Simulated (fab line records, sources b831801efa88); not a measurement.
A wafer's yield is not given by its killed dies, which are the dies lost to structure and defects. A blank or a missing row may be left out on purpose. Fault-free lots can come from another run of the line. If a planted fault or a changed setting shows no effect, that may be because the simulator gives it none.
A lot that was struck, set against a sound lot -- flow sky130 -- 31 out of 708 route steps
Sound: wafers L217.1, L217.2, L217.5. Wafers L224.1, L224.2, L224.3 were the ones struck. Last of all comes the cause.
For every step that has rows: the tool of each side, followed by ch and its chambers, followed by its first start. Under that, the readings that differ: sound wafers -- struck wafers -- difference of the means -- sigmas: that difference in standard deviations of wafers without a fault.
alike: readings with means less than 2 such deviations apart, plus words and numbers identical on both sides. not compared: withheld readings, readings lacking a value on some wafer, bounds such as >300 that could conceal the same value, and numbers that have no deviation in the record and whose values overlap.
Wherever a step has rows on one side only, a row that says differs or no value, or a row with sigmas, the two part there. When numbers do not overlap yet have no deviation, they are printed without sigmas and do not part them. A reading missing from all wafers of one side parts the sides only when that side holds two or more wafers.

first, 9 steps without rows for these wafers: SKY_RES_XHIGH_IMPLANT_07; SKY_RES_XHIGH_STRIP_08 (strips in O2/N2); SKY_SD_N_DEHYDRATE_00 (time 60 s); SKY_SD_N_HMDS_01 (prime time 60 s); SKY_SD_N_COAT_02 (resist thk 1140 nm); SKY_SD_N_SOFTBAKE_03 (time 60 s); SKY_SD_N_EXPOSE_04 (exposes mask NSDM, target cd 380 nm); SKY_SD_N_PEB_05; SKY_SD_N_DEVELOP_06 (develop time 60 s).
SKY_SD_N_IMPLANT_09:
  sound on implanter-02 ch 0, day 31 05:05; struck on implanter-02 ch 0, day 32 19:42
  alike: beamOnS, endStationPressureTorr
then, 20 steps without rows for these wafers: SKY_SD_N_IMPLANT_10; SKY_SD_N_STRIP_11 (strips in O2/N2); SKY_SD_N_CLEAN_13 (cleans in SC1/SC2, time 150 s); SKY_SD_N_RTA_14 (time 2 s); SKY_SALICIDE_CLEAN_00 (cleans in HF-last, time 30 s); SKY_LI_CONTACT_HDPCVD_00 (deposits PSG, target thk 930 nm, time 155 s); SKY_LI_CONTACT_CMP_02 (polishes PSG); SKY_LI_CONTACT_DEHYDRATE_04 (time 60 s); SKY_LI_CONTACT_HMDS_05 (prime time 60 s); SKY_LI_CONTACT_COAT_06 (resist thk 60 nm); SKY_LI_CONTACT_COAT_07 (resist thk 450 nm); SKY_LI_CONTACT_SOFTBAKE_08 (time 90 s); SKY_LI_CONTACT_EXPOSE_09 (exposes mask LICM1, target cd 170 nm); SKY_LI_CONTACT_PEB_10; SKY_LI_CONTACT_DEVELOP_11 (develop time 60 s); SKY_LI_CONTACT_ETCH_14 (etches BARC in N2/H2, stops on SiO2, time 45.9 s, target depth 60 nm); SKY_LI_CONTACT_ETCH_15 (etches PSG in C4F8/O2/Ar, stops on Si, target depth 600 nm); SKY_LI_CONTACT_STRIP_16 (strips in O2/N2); SKY_LI_CONTACT_CLEAN_17 (cleans in NMP, time 600 s); SKY_LI_CONTACT_PRE_CLEAN_18 (time 5.6 s).
-- record jumps: 17 days separate the struck wafers' starts on either side; left off in module LI_CONTACT, taken up again in module PAD_OPEN, whose first shown step is the route's number 708 --
SKY_PAD_OPEN_PROBE_99:
  sound on prober-02, day 48 11:02; struck on prober-01, day 49 13:32
reading,sound,struck,difference,sigmas
model.etest.nfet_16v.rOnOhmUm,1.417e+04 1.431e+04 1.416e+04,1.456e+04 1.446e+04 1.468e+04,+3.533e+02,
model.etest.nfetG5v0d10v5.rOnOhmUm,1819 1836 1829,2048 2080 2057,+234,
model.etest.nfet_01v8.rOnOhmUm,836.5 840.5 840.6,905.8 885.8 869.3,+47.8,
model.etest.sonosUncharged.rOnOhmUm,790.7 804.6 788.2,855.3 856.7 853.5,+60.7,
model.etest.nfet_05v0_nvt.driveUaUm,604.7 600.3 596,543.9 541 541.9,-58.1,
model.etest.nfet_01v8_lvt.driveUaUm,565.2 566 562.7,541.8 557.6 559.1,-11.8,
model.etest.nfetG5v0d10v5.driveUaUm,632.4 634.8 626.3,575.2 566.5 570.3,-60.5,
  alike: killed_at_M0_to_M3, killed_at_M4_up, killedAtContacts, killedAtFrontEnd, killedAtOther, killedDies, killedOpen, killedShort
  not compared: model.etest.nfet_01v8.driveUaUm

WHERE THEY PART
Nowhere in this record.

WHY: what the simulator had put in
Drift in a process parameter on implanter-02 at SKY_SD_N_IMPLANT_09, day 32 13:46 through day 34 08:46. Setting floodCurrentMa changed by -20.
